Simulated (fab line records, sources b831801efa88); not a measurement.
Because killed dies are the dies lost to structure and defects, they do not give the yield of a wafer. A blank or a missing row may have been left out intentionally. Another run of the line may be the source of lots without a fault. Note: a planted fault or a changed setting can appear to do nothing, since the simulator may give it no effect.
Split-lot trial ; flow sfqLine ; route with 325 steps; 5 lots, 23 wafers read

## ABOUT THE SPLIT
At SFQ_TRILAYER_I7_DEP_PECVD_183 (deposits SiO2 from SiH4/N2O, time 111.11 s, target thk 500 nm), the setting rfW was moved away from the recipe's 183.3 W on 7 of the 23 wafers read, by -11.2% to +4.4%. The other wafers ran this setting at the recipe's value.

Reading taken at the split's own step.

## THE READING
SiO2_of_TRILAYER_I7_DEP_PECVD_183.thkNm (the simulator's own value, which no gauge read), in nm, at SFQ_TRILAYER_I7_DEP_PECVD_183 (deposits SiO2 from SiH4/N2O, time 111.11 s, target thk 500 nm). The file does not state a usual value for it. Here, 16 wafers ran the recipe; their average is 499.4 nm with a standard deviation of 5.8 nm.

wafer;tool, chamber at the split;rfW as run, W;against the recipe;SiO2_of_TRILAYER_I7_DEP_PECVD_183.thkNm, nm;against lot-mates on the recipe
L075.1;pecvd-01, 0;183.3;recipe;498.2;-
L075.2;pecvd-01, 1;191.4;+4.4%;501.4;-1.4
L075.3;pecvd-01, 2;191.4;+4.4%;508.1;+5.3
L075.5;pecvd-01, 2;191.4;+4.4%;510.6;+7.8
L075.6;pecvd-01, 0;183.3;recipe;507.4;-
L077.1;pecvd-02, 2;163.1;-11.0%;467.5;-27.7
L077.3;pecvd-02, 0;163.1;-11.0%;468.7;-26.5
L077.4;pecvd-02, 2;183.3;recipe;497.8;-
L077.5;pecvd-02, 2;183.3;recipe;494.6;-
L077.6;pecvd-02, 0;183.3;recipe;493.1;-
L078.1;pecvd-01, 1;183.3;recipe;492.2;-
L078.5;pecvd-01, 1;183.3;recipe;497.9;-
L078.6;pecvd-01, 2;183.3;recipe;497.1;-
L079.2;pecvd-02, 2;183.3;recipe;492.3;-
L079.3;pecvd-02, 1;162.7;-11.2%;471.1;-25.1
L079.4;pecvd-02, 0;183.3;recipe;501.7;-
L079.5;pecvd-02, 2;183.3;recipe;494.5;-
L079.6;pecvd-02, 1;162.7;-11.2%;481.7;-14.5
L080.1;pecvd-01, 2;183.3;recipe;497.9;-
L080.2;pecvd-01, 1;183.3;recipe;500.4;-
L080.3;pecvd-01, 0;183.3;recipe;505;-
L080.4;pecvd-01, 0;183.3;recipe;511.7;-
L080.5;pecvd-01, 2;183.3;recipe;508.4;-

THE FIT
A straight line over all 23 wafers: SiO2_of_TRILAYER_I7_DEP_PECVD_183.thkNm changes by +2.32 nm for each +1% of rfW; r = +0.89; the points scatter about the line by 5.9 nm.
The same after taking each lot's own level away (the mean of its wafers on the recipe; 23 wafers): +1.92 nm for each +1%; r = +0.89; scatter 4.7 nm.
Per that fit: largest rfW move, reading shift of 22 nm.
The lots' own levels span 495.17 to 504.68 nm, that is 1.6 times the standard deviation above.
So the slope is not independent of the lot-to-lot level: the two fits are not the same.
Check: with one of the wafers moved furthest among these (-11.2%) left out of the fit, the line predicts -21.7 nm for it against its lot-mates. It came out at -25.1 nm against them.

## OTHER SPLITS ON THESE WAFERS
Before the reading, these wafers also passed through other splits. Each is held against what the fit with the lots' levels taken away leaves over:
other split on the same wafers;wafers away from the commonest value;r with SiO2_of_TRILAYER_I7_DEP_PECVD_183.thkNm (lot level and that fit taken away)
SFQ_TRILAYER_M6_LITHO_COAT_164 resistThkNm;5;+0.09
SFQ_TRILAYER_I6_VIA_LITHO_COAT_169 resistThkNm;4;-0.33
SFQ_TRILAYER_I6_VIA_LITHO_PEB_172 pebTempC;6;+0.21
SFQ_TRILAYER_M7_DEP_SPUTTER_175 timeS;10;+0.01
SFQ_TRILAYER_M7_LITHO_EXPOSE_178 doseMj;5;+0.31

## FILE'S OWN FIT
SiO2_of_TRILAYER_I7_DEP_PECVD_183.thkNm changes by +2.01 nm for each +1% of rfW, r = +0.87.
